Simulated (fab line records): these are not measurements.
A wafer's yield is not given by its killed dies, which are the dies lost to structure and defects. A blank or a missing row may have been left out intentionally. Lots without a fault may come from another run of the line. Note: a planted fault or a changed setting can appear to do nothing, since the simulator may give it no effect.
Problem report, 8D (eight disciplines) form, completed by code	flow sky130	the parts of the form that need people (team, actions taken, sign-off) are left out

== 1. WHAT IS WRONG ==
tilt deg at SKY_LDD_N_IMPLANT_15 reads a mean of -0.014 degrees on 6 wafers of 2 lots; wafers without a fault read 29.998 degrees with a standard deviation of 0.019. So: -99 or more standard deviations from the usual mean.
Earliest sighting: wafer L441.2 on implanter-02 at day 23 07:11. The record holds 18 wafers of 6 lots with a number at this step. Rule for "out" (also "out of limits"): further than 4 standard deviations from the usual mean. The rest of the wafers with a number are treated as sound.

== 2. WHAT IT IS, WHAT IT ISN'T ==
question	is	is not
which readings at this step	tilt deg	dose ions cm2, rotation deg
which lots	L441, L442	L428, L440, L449, L450
which wafers of those lots	all that have a number	-
read on which tools	implanter-02	implanter-03
when	from day 23 07:11	up to then (3 sound wafers); but 9 sound wafers of L440, L449, L450 came after

== 3. WHAT RULES OUT EACH SUSPECT ==
Counting: a tool at a process step up to the reading stays a suspect if it ran every lot that is out and no sound lot after the first of them.
- implanter-02 at SKY_LDD_N_IMPLANT_15: kept. It ran every lot that is out, first L441 (day 23 07:11), and no sound lot after that; its last sound lot up to then is L428 (day 18 02:39). On those wafers its own readings are out: tilt deg.
Remaining after the count: implanter-02 at SKY_LDD_N_IMPLANT_15.

== 4. THE CAUSE (what the simulator had put in) ==
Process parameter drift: implanter-02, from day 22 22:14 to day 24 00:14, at SKY_LDD_N_IMPLANT_15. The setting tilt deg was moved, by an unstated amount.
This tool alone remained once counting was done.

== 5. THE EFFECT CHAIN, in route order ==
Each row: a reading whose mean over the struck wafers that have a number lies more than 3 standard deviations from the usual. Only readings whose record carries a usual standard deviation are examined. hours: median over the lots of the time between each lot's start at the first step of this table that gives one and its start at this step. sigmas: the change, counted in usual standard deviations.
hours	step	reading	usual	on struck wafers	change	sigmas
0	SKY_LDD_N_IMPLANT_15	tilt deg	29.998 degrees	-0.014	-30.012	-99 or more
Process steps it contains:
- SKY_LDD_N_IMPLANT_15

== 6. WHAT WOULD HAVE CAUGHT IT SOONER ==
First out-of-limits reading in this record: day 23 07:11, which is 9 hours after fault onset at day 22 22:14.
